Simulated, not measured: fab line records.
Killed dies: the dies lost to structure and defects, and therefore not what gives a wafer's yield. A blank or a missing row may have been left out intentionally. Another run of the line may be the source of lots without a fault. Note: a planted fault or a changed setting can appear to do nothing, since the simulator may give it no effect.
Code-filled problem report in 8D (eight disciplines) form + flow gf180mcu + the parts of the form that need people (team, actions taken, sign-off) are left out

## 1. WHAT IS WRONG
CONTACT_W_RS at GF_CONTACT_RS_MEAS_25 reads a mean of 0.426 ohm/sq on 3 wafers of 2 lots; wafers without a fault read 0.381 ohm/sq with a standard deviation of 0.0054. Measured from the usual mean, that is +8.4 standard deviations.
The step: measures by four-point-probe.
Seen first at day 17 04:18 on film_metro-02, wafer L646.1. At this step, 36 wafers from 12 lots have a number in the record. Rule for "out" (also "out of limits"): further than 4 standard deviations from the usual mean. The rest of the wafers with a number are treated as sound.

## 2. WHAT IT IS, AND WHAT IT ISN'T
| question                    | is                     | is not                                                                                                              |
|-----------------------------|------------------------|---------------------------------------------------------------------------------------------------------------------|
| which readings at this step | CONTACT_W_RS           | -                                                                                                                   |
| which lots                  | L646, L649             | L643, L644, L648, L652, L656, L657, L658, L660, L664, L665                                                          |
| which wafers of those lots  | L646.1, L646.4, L649.6 | L646.3, L649.3, L649.5                                                                                              |
| read on which gauges        | film_metro-02          | film_metro-03, film_metro-04                                                                                        |
| when                        | from day 17 04:18      | up to then (7 sound wafers); but 26 sound wafers of L648, L649, L652, L656, L657, L658, L660, L664, L665 came after |

## 3. SUSPECTS, AND WHAT RULES EACH OUT
Counting: any tool at a process step up to the reading remains a suspect provided it ran every lot that is out. Sound lots after the first of them don't rule it out here, since some wafers of a struck lot are sound.
- the gauge at GF_CONTACT_RS_MEAS_25: kept. All the wafers that are out were read on film_metro-02, and no step on other tools shows them out.
- cvd_w-02 at GF_CONTACT_CVD_24 (deposits W, target thk 300 nm, time 90.339 s): kept. Every lot that is out went through it, the first being L646 (day 17 04:12); the last sound lot it ran before that was L644 (day 16 07:56).
- The sound lot-mates ran in chamber 0 of cvd_w-02 at GF_CONTACT_CVD_24, but the wafers that are out ran in chamber 1.
What counting leaves: cvd_w-02 at GF_CONTACT_CVD_24 and film_metro-02 at GF_CONTACT_RS_MEAS_25.

## 4. THE CAUSE (what the simulator had put in)
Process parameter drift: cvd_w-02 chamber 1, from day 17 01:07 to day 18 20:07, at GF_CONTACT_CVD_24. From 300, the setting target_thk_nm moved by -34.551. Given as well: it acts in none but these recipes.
This tool is one of the 2 suspects left after counting.

## 5. THE EFFECT CHAIN, in route order
One row per reading whose mean, taken over the struck wafers that have a number, lies over 3 standard deviations from the usual. Only readings whose record carries a usual standard deviation are examined. hours: median over the lots of the time between each lot's start at the first step of this table that gives one and its start at this step. sigmas: the change, counted in usual standard deviations.
| hours | step                   | reading       | usual        | on struck wafers | change | sigmas |
|-------|------------------------|---------------|--------------|------------------|--------|--------|
| 0     | GF_CONTACT_RS_MEAS_25  | CONTACT_W_RS  | 0.381 ohm/sq | 0.426            | +0.045 | +8.4   |
| 7     | GF_CONTACT_THK_MEAS_26 | CONTACT_W_THK | 297 nm       | 269              | -28    | -5.7   |
Later measuring or inspecting steps at which every struck wafer that the step has a row for has a number for every such reading, and none has moved that far: GF_M1_CD_MEAS_14.

## 6. WHAT WOULD HAVE CAUGHT IT SOONER
In this record the first reading out of limits at a measuring or inspecting step was taken at day 17 04:18, 3 hours after the fault began at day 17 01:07.
An alarm limit of 4 standard deviations would not have fired on the tool readings at GF_CONTACT_CVD_24 for which the record gives a usual standard deviation, since none of them was out on any struck wafer.
L649, from the lots that are out (2), started GF_CONTACT_CVD_24 on cvd_w-02 later than day 17 04:18. It would have been spared by a hold on the tool at that moment.
